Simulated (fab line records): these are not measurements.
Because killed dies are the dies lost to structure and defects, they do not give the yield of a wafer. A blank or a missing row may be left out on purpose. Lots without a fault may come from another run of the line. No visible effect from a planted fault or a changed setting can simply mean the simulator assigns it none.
The same fault as seen by 2 desks | flow gf180mcu | numbers are kept per desk, each desk with only its own; the story behind them comes last

## TOOL OWNER'S DESK, iline_stepper-01
The tool's own readings at GF_MVPSD_EXPOSE_04 (exposes mask MVPSD, target cd 1000 nm): means of the sampled wafers that have a number, for each lot that ran on this tool. If a lot's mean is further than 4 standard deviations from the usual mean, the lot is out of limits and carries the mark OUT (the distance appears in the brackets).
Columns: A = exposure_dose_mJ_cm2 at GF_MVPSD_EXPOSE_04, usual 260.05
lot  | first seen here | A
L856 | day 4 16:16     | 260.62
L857 | day 4 20:52     | 259.96
L860 | day 5 14:29     | 260.44
L861 | day 5 19:56     | 260.09
L862 | day 6 06:41     | 259.95
L867 | day 8 00:22     | 259.81
L870 | day 8 05:26     | 260.16
L871 | day 8 15:52     | 260.15
Finding of this desk: none of the 8 lots has anything out of limits.

## AT THE METROLOGY DESK
What the gauges read, lot by lot, whatever tool the lot ran on: means of the sampled wafers that have a number. If a lot's mean is further than 4 standard deviations from the usual mean, the lot is out of limits and carries the mark OUT (the distance appears in the brackets).
Columns: A = MVPSD_OVL at GF_MVPSD_OVL_MEAS_07, usual 0.5 nm
lot  | first seen here | A
L856 | day 4 22:12     | 0.2
L857 | day 5 03:06     | -2.9
L859 | day 5 15:48     | 0.7
L860 | day 5 21:06     | 1.7
L861 | day 6 02:49     | -0.8
L862 | day 6 14:08     | 2.0
L867 | day 8 08:21     | 0.8
L870 | day 8 13:18     | 164.6 (+99 or more) OUT
L871 | day 9 00:14     | 163.7 (+99 or more) OUT
L872 | day 9 00:39     | 1.2
L873 | day 9 10:14     | -0.6
L878 | day 10 13:27    | 2.2
L879 | day 10 17:15    | 0.6
Per this desk, out of limits: L870, L871; the first was L870, day 8 13:18 (MVPSD_OVL at GF_MVPSD_OVL_MEAS_07). L856, L857, L859, L860, L861, L862, L867, L872, L873, L878, L879 stayed within limits.

## BROUGHT TOGETHER
Metrology desk: alarm possible at day 8 13:18 on L870, L871.
The desk of the tool owner found nothing out of limits.
The tool owner's desk has L870, L871 on record, within its limits.
The lots listed all ran GF_MVPSD_EXPOSE_04 on iline_stepper-01.

## WHAT WAS PUT IN BY THE SIMULATOR
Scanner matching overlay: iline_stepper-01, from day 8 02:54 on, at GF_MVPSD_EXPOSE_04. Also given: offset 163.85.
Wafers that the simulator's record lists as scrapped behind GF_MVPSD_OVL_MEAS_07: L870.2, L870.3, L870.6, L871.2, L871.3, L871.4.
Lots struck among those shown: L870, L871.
Per desk, hours elapsed from the start of the fault to the first reading out of limits: for the metrology desk, 10.
